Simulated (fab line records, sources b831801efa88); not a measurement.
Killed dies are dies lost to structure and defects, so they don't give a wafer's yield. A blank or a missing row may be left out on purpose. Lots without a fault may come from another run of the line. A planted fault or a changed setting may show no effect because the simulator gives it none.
fab line records | flow sky130
record lots=7 wafers=19 last_day=50
route steps=708 shown LOCAL_INTERCONNECT@394 CONTACT@406
lots that met no fault: from a run of the same line without faults
start_h: hours from the record's first day to the start of the lot's first wafer shown | wait_h: hours since the lot's step before | " the same as in the row above | L1.1+2: a row that stands for several wafers | - no value, or no start given | * or withheld: withheld | < > ~ a bound
route shown NAME@n: a module of which the file shows steps, and the number in the route of the first | usual: mean/standard deviation of fault-free wafers | same: alike in all rows | chamber/n: place in a boat | sites: the reading at each site | _std_site: their standard deviation | _edge_site: outer sites' mean less inner sites' | radius_mm: how far each site lies from the wafer's centre | mask NAME#n: copy n | behind: the tool/chamber that last shaped the wafer | hold: why the lot was held/for how many hours/how that ended | device: the transistor (n, p or np) that didn't switch | end of line: the same wafers' tests at the end of the route | a step without rows: its recipe alone | killed: dies lost to structure and defects at the first sort, not the wafer's yield | map: a wafer's dies, x killed, . not, _ none there
set.NAME: the setting as run; set.NAME@STEP: as run at that earlier step | model.NAME: the simulator's own value behind a step, which no gauge read
lots at some steps of the route; a table a step, a row a wafer
services: from which hour (start_h, from the record's first day; less than 0 if before it) a tool's chamber was out of use, for how many hours, and why
## steps
# step SKY_LOCAL_INTERCONNECT_SOFTBAKE_07
# recipe temp_c=100 time_s=90 resist=KrF-thick
# step SKY_LOCAL_INTERCONNECT_EXPOSE_08
# recipe mask_id=LI1M na=0.8 source_shape=annular sigma_inner=0.55 sigma_outer=0.85 target_cd_nm=170 dose_mj=28
# step SKY_LOCAL_INTERCONNECT_PEB_09
# recipe peb_temp_c=withheld peb_time_s=withheld resist=KrF-thick
# step SKY_LOCAL_INTERCONNECT_DEVELOP_10
# recipe develop_time_s=60 resist=KrF-thick dev_temp_c=21
# step SKY_LOCAL_INTERCONNECT_CD_MEAS_11
# recipe target_cd_nm=170
# usual cd_nm=170.4/1.5
# columns lot.wafer tool chamber start_h wait_h cd_nm
L518.1 cd_sem-02 - 711.73 - 169.1
L518.4 " - " " 169.5
L518.6 " - " " 169.1
L520.1 cd_sem-02 - 743.28 - 167.4
L520.2 " - " " 168.5
L520.5 " - " " 168.9
L529.2 cd_sem-02 - 808.13 - 171.3
L529.3 " - " " 171.1
L529.6 " - " " 170.3
L532.3 cd_sem-01 - 826.11 - 172.1
L532.6 " - " " 172.1
L533.3 cd_sem-01 - 836.17 - 172.8
L533.6 " - " " 172.5
L536.3 cd_sem-01 - 859.40 - 169.1
L536.4 " - " " 171.2
L536.6 " - " " 170.8
L540.1 cd_sem-02 - 881.71 - 169.0
L540.2 " - " " 171.3
L540.3 " - " " 172.6
# step SKY_LOCAL_INTERCONNECT_OVL_MEAS_12
# usual LOCAL_INTERCONNECT_OVL=2/6
# columns lot.wafer tool chamber start_h wait_h LOCAL_INTERCONNECT_OVL[nm]
L518.1 overlay-01 - 711.85 0.1 1
L518.4 " - " " -2
L518.6 " - " " -5
L520.1 overlay-01 - 743.40 0.1 1
L520.2 " - " " -4
L520.5 " - " " 0
L529.2 overlay-02 - 808.24 0.1 7
L529.3 " - " " 6
L529.6 " - " " 15
L532.3 overlay-01 - 826.20 0.1 5
L532.6 " - " " -2
L533.3 overlay-02 - 836.26 0.1 6
L533.6 " - " " 7
L536.3 overlay-01 - 859.49 0.1 10
L536.4 " - " " 8
L536.6 " - " " 9
L540.1 overlay-01 - 881.83 0.1 1
L540.2 " - " " -5
L540.3 " - " " -9
# step SKY_LOCAL_INTERCONNECT_ETCH_13
# recipe chemistry=N2/H2 target=BARC ion_energy_ev=200 bias_w=100 pressure_mtorr=30 n2_flow_sccm=100 h2_flow_sccm=200 icp_w=500 stop_on=SiO2 time_s=45.9 target_depth_a=600
# usual bias_w=100.08/0.27 drypump_motor_current_A=6.0/0.55 oes_product_au=0.855/0.0049 rf_fwd_power_W=495.6/1.7 throttle_valve_pct=13.225/0.0083
# columns lot.wafer tool chamber start_h wait_h bias_w drypump_motor_current_A oes_product_au rf_fwd_power_W rf_hours_counter_h throttle_valve_pct
L518.1 rie_metal-04 1 711.89 0.0 99.60 6.8 0.859 499.7 3 13.225
L518.4 " 0 " " 100.17 6.4 0.858 495.8 - 13.226
L518.6 " 1 " " 100.50 6.7 0.851 498.2 - 13.233
L520.1 rie_metal-01 1 743.44 0.0 100.07 5.4 0.851 495.4 7 13.224
L520.2 " 1 " " 100.10 5.4 0.848 494.1 - 13.217
L520.5 " 1 " " 99.88 5.3 0.852 493.5 - 13.215
L529.2 rie_metal-02 0 808.29 0.0 99.93 6.0 0.852 495.3 - 13.218
L529.3 " 0 " " 99.81 6.0 0.859 497.6 - 13.239
L529.6 " 0 " " 100.17 6.0 0.855 495.2 - 13.215
L532.3 rie_metal-01 0 826.25 0.0 100.07 5.5 0.858 498.7 - 13.220
L532.6 " 1 " " 99.75 5.4 0.858 495.3 - 13.224
L533.3 rie_metal-04 0 836.31 0.0 100.16 6.4 0.862 493.1 - 13.217
L533.6 " 1 " " 100.45 6.8 0.852 496.5 - 13.229
L536.3 rie_metal-02 1 859.54 0.0 100.42 6.6 0.854 496.9 - 13.221
L536.4 " 0 " " 100.69 6.0 0.855 493.4 - 13.226
L536.6 " 1 " " 100.22 6.6 0.859 497.7 - 13.220
L540.1 rie_metal-02 1 881.87 0.0 100.17 6.7 0.864 496.3 10 13.219
L540.2 " 0 " " 100.10 6.0 0.861 497.0 16 13.219
L540.3 " 0 " " 99.77 6.0 0.860 496.8 - 13.237
# step SKY_LOCAL_INTERCONNECT_METAL_ETCH_14
# recipe target_depth_nm=110 stop_on=PSG chemistry=Cl2/BCl3 target=TiN resist_sidewall_deg=88 pressure_mtorr=10 icp_w=900 bias_w=48.5 Cl2_flow_sccm=60 bcl3_flow_sccm=30 time_s=31.4
# step SKY_LOCAL_INTERCONNECT_STRIP_15
# recipe chemistry=O2/N2 power_w=1400 pressure_mtorr=1500 platen_temp_c=withheld o2_flow_sccm=3000 n2_flow_sccm=300 overash_fraction=0.5
# usual drypump_motor_current_A=5.5/0.47 oes_product_au=0.428/0.0045 strip_time_to_endpoint_s=4.731/0.025
# same overash_fraction=0.5
# columns lot.wafer tool chamber start_h wait_h drypump_motor_current_A oes_product_au rf_hours_counter_h strip_time_to_endpoint_s
L518.1 plasma_asher-04 0 712.00 0.0 6.0 0.422 96 4.706
L518.4 " 1 " " 5.5 0.431 - 4.697
L518.6 " 0 " " 6.0 0.433 - 4.711
L520.1 plasma_asher-02 0 743.66 0.1 6.3 0.436 62 4.738
L520.2 " 1 " " 5.2 0.425 62 4.727
L520.5 " 1 " " 5.2 0.426 - 4.715
L529.2 plasma_asher-03 0 808.50 0.1 5.0 0.429 98 4.749
L529.3 " 0 " " 5.0 0.420 - 4.766
L529.6 " 1 " " 5.1 0.428 - 4.756
L532.3 plasma_asher-02 1 826.37 0.1 5.2 0.426 - 4.739
L532.6 " 0 " " 6.3 0.428 - 4.756
L533.3 plasma_asher-04 0 836.43 0.1 6.0 0.413 - 4.690
L533.6 " 0 " " 5.9 0.427 - 4.724
L536.3 plasma_asher-04 1 859.67 0.1 5.5 0.433 - 4.716
L536.4 " 0 " " 6.0 0.427 - 4.721
L536.6 " 1 " " 5.5 0.434 - 4.748
L540.1 plasma_asher-02 1 881.98 0.0 5.2 0.425 74 4.734
L540.2 " 0 " " 6.2 0.431 74 4.747
L540.3 " 0 " " 6.3 0.431 - 4.761
# step SKY_LOCAL_INTERCONNECT_STRIP_16
# recipe chemistry=post_etch_residue_remover time_s=1200 temp_c=72.5
# step SKY_LOCAL_INTERCONNECT_CLEAN_17
# recipe chemistry=IPA time_s=180 temp_c=25
# step SKY_LOCAL_INTERCONNECT_CLEAN_18
# recipe chemistry=O3/DIW dry=n2_spin
# step SKY_CONTACT_CVD_00
# recipe material=Si3N4 target_thk_nm=75 temp_c=400 time_s=withheld rf_w=450
# usual heater_power_w=721/83 rf_fwd_power_W=443.8/2.6
# columns lot.wafer tool chamber start_h wait_h heater_power_w rf_fwd_power_W model.Si3N4_of_CONTACT_CVD_00.thk_nm
L518.1 pecvd-02 2 712.60 0.0 709 437.8 73.52
L518.4 " 1 " " 788 446.5 75.86
L518.6 " 0 " " 730 443.4 75.83
L520.1 pecvd-04 1 744.26 0.0 727 446.2 73.69
L520.2 " 2 " " 828 446.2 73.39
L520.5 " 0 " " 678 443.5 74.97
L529.2 pecvd-04 1 809.09 0.0 723 444.5 73.58
L529.3 " 2 " " 781 445.7 73.61
L529.6 " 1 " " 764 442.1 58.35
L532.3 pecvd-04 2 826.96 0.0 687 444.9 74.74
L532.6 " 1 " " 771 442.9 59.1
L533.3 pecvd-04 0 836.99 0.0 661 443.8 72.97
L533.6 " 0 " " 681 441.4 58.02
L536.3 pecvd-02 0 860.27 0.0 708 443.9 75.68
L536.4 " 0 " " 704 446.1 75.85
L536.6 " 1 " " 720 446.0 75.9
L540.1 pecvd-01 2 882.58 0.0 728 446.8 75.12
L540.2 " 0 " " 591 443.4 74.01
L540.3 " 1 " " 787 441.9 74.18
# step SKY_CONTACT_THK_MEAS_01
# recipe reads=Si3N4_of_CONTACT_CVD_00
# usual CONTACT_CVD_00_THK=74.8/0.93
# columns lot.wafer tool chamber start_h wait_h CONTACT_CVD_00_THK[nm]
L518.1 film_metro-03 - 712.63 - 73.5
L518.4 " - " " 75.9
L518.6 " - " " 75.8
L520.1 film_metro-01 - 744.30 - 73.7
L520.2 " - " " 73.4
L520.5 " - " " 75.0
L529.2 film_metro-04 - 809.13 - 73.6
L529.3 " - " " 73.7
L529.6 " - " " 58.4
L532.3 film_metro-03 - 827.01 - 74.7
L532.6 " - " " 59.1
L533.3 film_metro-04 - 837.05 - 73.0
L533.6 " - " " 58.1
L536.3 film_metro-01 - 860.32 - 75.8
L536.4 " - " " 75.9
L536.6 " - " " 75.9
L540.1 film_metro-01 - 882.61 - 75.2
L540.2 " - " " 74.0
L540.3 " - " " 74.1
# step SKY_CONTACT_HDPCVD_02
# recipe material=SiO2 target_thk_nm=565 sigma_open_frac=0.3 time_s=94.2 temp_c=600 sih4_flow_sccm=60 pressure_mtorr=6
# step SKY_CONTACT_THK_MEAS_03
# recipe reads=SiO2_of_CONTACT_HDPCVD_02
# usual CONTACT_HDPCVD_THK=566/6.7
# columns lot.wafer tool chamber start_h wait_h CONTACT_HDPCVD_THK[nm]
L518.1 film_metro-01 - 712.76 0.0 566
L518.4 " - " " 560
L518.6 " - " " 567
L520.1 film_metro-03 - 744.42 0.0 562
L520.2 " - " " 576
L520.5 " - " " 577
L529.2 film_metro-01 - 809.26 0.0 562
L529.3 " - " " 564
L529.6 " - " " 565
L532.3 film_metro-01 - 827.14 0.1 570
L532.6 " - " " 566
L533.3 film_metro-03 - 837.17 0.1 568
L533.6 " - " " 561
L536.3 film_metro-03 - 860.45 0.1 564
L536.4 " - " " 571
L536.6 " - " " 566
L540.1 film_metro-01 - 882.74 0.0 576
L540.2 " - " " 559
L540.3 " - " " 563
# step SKY_CONTACT_CMP_04
# recipe material=SiO2 down_force_psi=4 platen_rpm=60 pad_velocity_m_s=0.94248
# usual motor_current_A=10.9/1
# columns lot.wafer tool chamber start_h wait_h motor_current_A
L518.4 cmp-02 2 712.82 0.0 9.8
L518.1 " 3 " " 10.6
L518.6 " 2 " " 9.7
L520.2 cmp-01 1 744.48 0.0 13.7
L520.1 " 0 " " 9.8
L520.5 " 2 " " 10.6
L529.3 cmp-02 0 809.36 0.1 10.6
L529.2 " 2 " " 9.8
L529.6 " 0 " " 9.9
L532.3 cmp-01 1 827.33 0.2 12.6
L532.6 " 3 " " 10.7
L533.3 cmp-02 0 837.31 0.1 9.9
L533.6 " 2 " " 9.7
L536.3 cmp-02 3 860.67 0.2 10.8
L536.4 " 0 " " 9.4
L536.6 " 3 " " 10.9
L540.2 cmp-02 3 883.16 0.4 10.7
L540.1 " 0 " " 10.5
L540.3 " 1 " " 12.6
# step SKY_CONTACT_BOW_MEAS_05
# recipe mode=bow
# usual CONTACT_BOW=83/6.7
# columns lot.wafer tool chamber start_h wait_h CONTACT_BOW[um]
L518.1 film_metro-04 - 713.12 0.2 77
L518.4 " - " " 81
L518.6 " - " " 82
L520.1 film_metro-01 - 744.78 0.1 90
L520.2 " - " " 81
L520.5 " - " " 89
L529.2 film_metro-03 - 809.63 0.1 78
L529.3 " - " " 82
L529.6 " - " " 76
L532.3 film_metro-03 - 827.52 0.1 92
L532.6 " - " " 80
L533.3 film_metro-04 - 837.55 0.2 85
L533.6 " - " " 88
L536.3 film_metro-01 - 860.96 0.2 81
L536.4 " - " " 89
L536.6 " - " " 80
L540.1 film_metro-04 - 883.46 0.2 74
L540.2 " - " " 80
L540.3 " - " " 69
# step SKY_CONTACT_DEHYDRATE_06
# recipe temp_c=200 time_s=60
# step SKY_CONTACT_HMDS_07
# recipe prime_time_s=60 prime_temp_c=120
# step SKY_CONTACT_COAT_08
# recipe resist=BARC temp_c=withheld time_s=withheld spin_rpm=3000 resist_thk_nm=60
# step SKY_CONTACT_COAT_09
# recipe resist=KrF-thick spin_rpm=3000 resist_thk_nm=450
# step SKY_CONTACT_SOFTBAKE_10
# recipe temp_c=100 time_s=90 resist=KrF-thick
# step SKY_CONTACT_EXPOSE_11
# recipe mask_id=CTM1 na=0.8 source_shape=annular sigma_inner=0.55 sigma_outer=0.85 target_cd_nm=170 dose_mj=38
# step SKY_CONTACT_PEB_12
# recipe peb_temp_c=withheld peb_time_s=withheld resist=KrF-thick
# step SKY_CONTACT_DEVELOP_13
# recipe develop_time_s=60 resist=KrF-thick dev_temp_c=21
# step SKY_CONTACT_CD_MEAS_14
# recipe target_cd_nm=170
# usual cd_nm=169.6/1.9
# columns lot.wafer tool chamber start_h wait_h cd_nm
L518.1 cd_sem-02 - 739.91 - 170.9
L518.4 " - " " 171.3
L518.6 " - " " 170.4
L520.1 cd_sem-01 - 771.26 - 169.8
L520.2 " - " " 169.7
L520.5 " - " " 171.4
L529.2 cd_sem-02 - 836.38 - 168.5
L529.3 " - " " 168.8
L529.6 " - " " 167.4
L532.3 cd_sem-01 - 854.11 - 169.7
L532.6 " - " " 169.3
L533.3 cd_sem-01 - 863.35 - 168.9
L533.6 " - " " 169.8
L536.3 cd_sem-02 - 886.85 - 165.0
L536.4 " - " " 166.6
L536.6 " - " " 169.0
L540.1 cd_sem-01 - 907.68 - 170.3
L540.2 " - " " 171.5
L540.3 " - " " 170.1
# step SKY_CONTACT_OVL_MEAS_15
# usual CONTACT_OVL=-2/5.7
# columns lot.wafer tool chamber start_h wait_h CONTACT_OVL[nm]
L518.1 overlay-01 - 740.03 0.1 -1
L518.4 " - " " -11
L518.6 " - " " -11
L520.1 overlay-02 - 771.38 0.1 2
L520.2 " - " " -6
L520.5 " - " " 8
L529.2 overlay-02 - 836.49 0.1 -7
L529.3 " - " " -1
L529.6 " - " " -5
L532.3 overlay-01 - 854.21 0.1 -13
L532.6 " - " " -8
L533.3 overlay-01 - 863.44 0.1 0
L533.6 " - " " 6
L536.3 overlay-02 - 886.94 0.1 1
L536.4 " - " " -1
L536.6 " - " " 7
L540.1 overlay-01 - 907.80 0.1 -20
L540.2 " - " " -12
L540.3 " - " " -4
# step SKY_CONTACT_ETCH_16
# recipe chemistry=N2/H2 target=BARC ion_energy_ev=200 source_w=500 bias_w=100 pressure_mtorr=30 n2_flow_sccm=100 h2_flow_sccm=200 stop_on=SiO2 time_s=45.9 target_depth_a=600
# usual bias_w=99.95/0.3 drypump_motor_current_A=5.7/0.35 oes_product_au=0.855/0.0043 rf_fwd_power_W=495.3/2.1 throttle_valve_pct=13.224/0.01
# columns lot.wafer tool chamber start_h wait_h bias_w drypump_motor_current_A oes_product_au rf_fwd_power_W rf_hours_counter_h throttle_valve_pct
L518.1 rie_diel-01 3 740.07 0.0 100.17 5.3 0.853 493.7 13 13.232
L518.4 " 2 " " 100.17 5.9 0.852 493.8 28 13.248
L518.6 " 3 " " 100.09 5.3 0.853 494.9 - 13.226
L520.1 rie_diel-04 0 771.42 0.0 100.00 5.5 0.858 497.0 13 13.223
L520.2 " 1 " " 99.93 5.2 0.855 494.4 20 13.226
L520.5 " 3 " " 100.59 5.9 0.850 492.7 - 13.226
L529.2 rie_diel-04 2 836.52 0.0 99.95 6.4 0.854 492.6 23 13.210
L529.3 " 0 " " 99.33 5.6 0.860 497.7 - 13.233
L529.6 " 2 " " 100.35 6.4 0.850 492.6 - 13.218
L532.3 rie_diel-04 2 854.23 0.0 100.06 6.4 0.860 494.3 24 13.208
L532.6 " 3 " " 99.91 5.9 0.858 491.5 - 13.226
L533.3 rie_diel-03 0 863.47 0.0 99.87 5.3 0.857 495.6 4 13.242
L533.6 " 1 " " 99.93 5.6 0.852 496.4 - 13.220
L536.3 rie_diel-01 1 886.97 0.0 99.54 5.9 0.856 494.1 9 13.215
L536.4 " 3 " " 100.13 5.3 0.851 493.3 18 13.218
L536.6 " 3 " " 100.54 5.3 0.856 495.3 - 13.227
L540.1 rie_diel-04 1 907.84 0.0 99.64 5.2 0.859 498.6 24 13.220
L540.2 " 2 " " 100.15 6.4 0.849 494.8 26 13.224
L540.3 " 3 " " 99.89 5.9 0.859 495.4 22 13.222
# step SKY_CONTACT_ETCH_17
# recipe target=SiO2 chemistry=C4F8/O2/Ar stop_on=Si3N4 mask_material=KrF-thick source_w=1500 bias_w=1200 pressure_mtorr=40 c4f8_flow_sccm=withheld O2_flow_sccm=6 Ar_flow_sccm=300 time_s=withheld target_depth_a=3400
# step SKY_CONTACT_ETCH_18
# recipe target=Si3N4 chemistry=CHF3/O2 stop_on=TiN source_w=600 bias_w=200 pressure_mtorr=40 chf3_flow_sccm=50 O2_flow_sccm=5 time_s=39 target_depth_a=750
# usual O2_flow_sccm=4.997/0.016 bias_w=200.0/0.61 drypump_motor_current_A=5.7/0.35 oes_product_au=0.854/0.0077 rf_fwd_power_W=593.9/2.5 throttle_valve_pct=8.794/0.0098
# columns lot.wafer tool chamber start_h wait_h O2_flow_sccm bias_w drypump_motor_current_A oes_product_au rf_fwd_power_W rf_hours_counter_h throttle_valve_pct model.etch.depth_nm
L518.1 rie_diel-01 3 - - 5.003 199.4 5.3 0.848 591.8 13 8.788 73.52
L518.4 " 2 " " 5.022 200.3 5.9 0.857 600.0 28 8.808 75.86
L518.6 " 3 " " 5.009 200.2 5.3 0.861 593.6 - 8.801 75.83
L520.1 rie_diel-04 0 - - 4.993 200.2 5.5 0.849 596.4 13 8.778 73.69
L520.2 " 1 " " 5.024 199.9 5.2 0.839 597.1 20 8.800 73.39
L520.5 " 3 " " 5.010 200.1 5.9 0.865 592.8 - 8.804 74.97
L529.2 rie_diel-04 2 - - 4.993 199.7 6.3 0.851 592.2 23 8.782 73.58
L529.3 " 0 " " 4.988 199.7 5.5 0.847 595.8 - 8.800 73.61
L529.6 " 2 " " 4.981 200.3 6.4 0.750 592.5 - 8.764 58.35
L532.3 rie_diel-04 2 - - 5.010 199.9 6.4 0.844 591.2 24 8.800 74.74
L532.6 " 3 " " 5.006 200.7 5.9 0.747 589.6 - 8.758 59.1
L533.3 rie_diel-03 0 - - 4.982 199.3 5.3 0.838 596.2 4 8.797 72.97
L533.6 " 1 " " 5.009 200.8 5.6 0.749 592.7 - 8.760 58.02
L536.3 rie_diel-01 1 - - 5.010 198.2 5.9 0.857 593.1 9 8.778 75.68
L536.4 " 3 " " 4.964 198.8 5.3 0.851 593.2 18 8.792 75.85
L536.6 " 3 " " 4.985 199.9 5.3 0.856 593.1 - 8.792 75.9
L540.1 rie_diel-04 1 - - 4.955 199.1 5.2 0.853 596.8 24 8.796 75.12
L540.2 " 2 " " 4.998 200.0 6.4 0.842 591.4 26 8.803 74.01
L540.3 " 3 " " 5.014 199.0 5.9 0.850 589.5 22 8.792 74.18
# step SKY_CONTACT_STRIP_19
# recipe chemistry=O2/N2 power_w=1400 pressure_mtorr=1500 platen_temp_c=withheld o2_flow_sccm=3000 n2_flow_sccm=300 overash_fraction=0.5
# usual drypump_motor_current_A=5.5/0.34 oes_product_au=0.380/0.0048 strip_time_to_endpoint_s=3.608/0.029
# same overash_fraction=0.5
# columns lot.wafer tool chamber start_h wait_h drypump_motor_current_A oes_product_au rf_hours_counter_h strip_time_to_endpoint_s
L518.1 plasma_asher-01 1 740.20 - 5.9 0.378 32 3.623
L518.4 " 0 " " 5.5 0.378 - 3.604
L518.6 " 0 " " 5.4 0.385 - 3.608
L520.1 plasma_asher-01 0 771.55 - 5.5 0.377 35 3.617
L520.2 " 1 " " 5.8 0.374 35 3.561
L520.5 " 1 " " 5.8 0.374 - 3.572
L529.2 plasma_asher-01 1 836.72 - 5.8 0.381 43 3.605
L529.3 " 0 " " 5.5 0.385 - 3.631
L529.6 " 1 " " 5.8 0.383 - 3.597
L532.3 plasma_asher-03 0 854.39 - 5.0 0.378 - 3.584
L532.6 " 0 " " 5.0 0.379 - 3.575
L533.3 plasma_asher-01 1 870.70 - 5.9 0.384 - 3.604
L533.6 " 1 " " 5.8 0.380 - 3.658
L536.3 plasma_asher-04 1 887.13 - 5.5 0.386 - 3.627
L536.4 " 0 " " 6.0 0.379 - 3.601
L536.6 " 1 " " 5.5 0.380 - 3.639
L540.1 plasma_asher-01 0 907.97 - 5.5 0.371 50 3.553
L540.2 " 1 " " 5.8 0.382 50 3.570
L540.3 " 0 " " 5.5 0.374 - 3.607
## services
# columns tool chamber start_h hours kind
pecvd-04 - 692.76 2.8 pm
cmp-02 - 693.61 1.4 repair
cmp-01 - 696.99 0.6 repair
rie_metal-01 0 698.94 1.9 repair
rie_metal-01 1 700.08 1.3 repair
plasma_asher-04 - 733.75 9.0 pm
plasma_asher-01 - 738.13 1.7 repair
cmp-02 - 744.00 4.0 pm
plasma_asher-04 - 786.38 6.1 repair
plasma_asher-02 - 787.73 2.8 pm
cmp-02 - 793.30 0.3 repair
rie_metal-02 1 798.33 10.3 repair
plasma_asher-02 - 798.73 13.0 repair
pecvd-04 - 805.61 0.5 repair
plasma_asher-04 - 808.40 8.5 repair
rie_diel-01 2 810.21 1.4 repair
cmp-02 - 822.34 0.8 repair
rie_diel-04 1 828.45 9.7 repair
rie_diel-04 3 836.02 1.4 repair
rie_metal-02 - 841.42 2.8 pm
rie_diel-01 1 872.11 2.4 repair
pecvd-04 2 883.18 16.8 repair
cmp-02 - 900.07 5.6 pm
plasma_asher-04 - 902.95 12.9 pm
## key
first_sign step=SKY_CONTACT_THK_MEAS_01 reading=CONTACT_CVD_00_THK direction=down sigmas=18 usual=74.8 struck=58.5
effect step=SKY_CONTACT_ETCH_18 reading=oes_product_au direction=down sigmas=14 usual=0.854 struck=0.749
model_effect step=SKY_CONTACT_CVD_00 value=Si3N4_of_CONTACT_CVD_00.thk_nm without=74.97 struck=58.49
model_effect step=SKY_CONTACT_ETCH_18 value=etch.depth_nm without=74.97 struck=58.49
met_at SKY_CONTACT_CVD_00
struck_wafers L529.6,L532.6,L533.6
tester_left_out L529,L532,L533
onset_between 744.26 809.09
fault kind=process_parameter_drift tool=pecvd-04 chamber=- onset_h=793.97 steps=SKY_CONTACT_CVD_00 channel=target_thk_nm offset=-16.357 shape=step end_h=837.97 scope=struck_wafers_only acts_in=these_recipes_only stated=75
# tester_left_out: of these lots the tester's yield and bins aren't shown, on N5 and GAA mostly nor the transistor test; their killed dies are dies lost to structure and defects alone, not to doping, threshold or leakage, so they don't give the yield
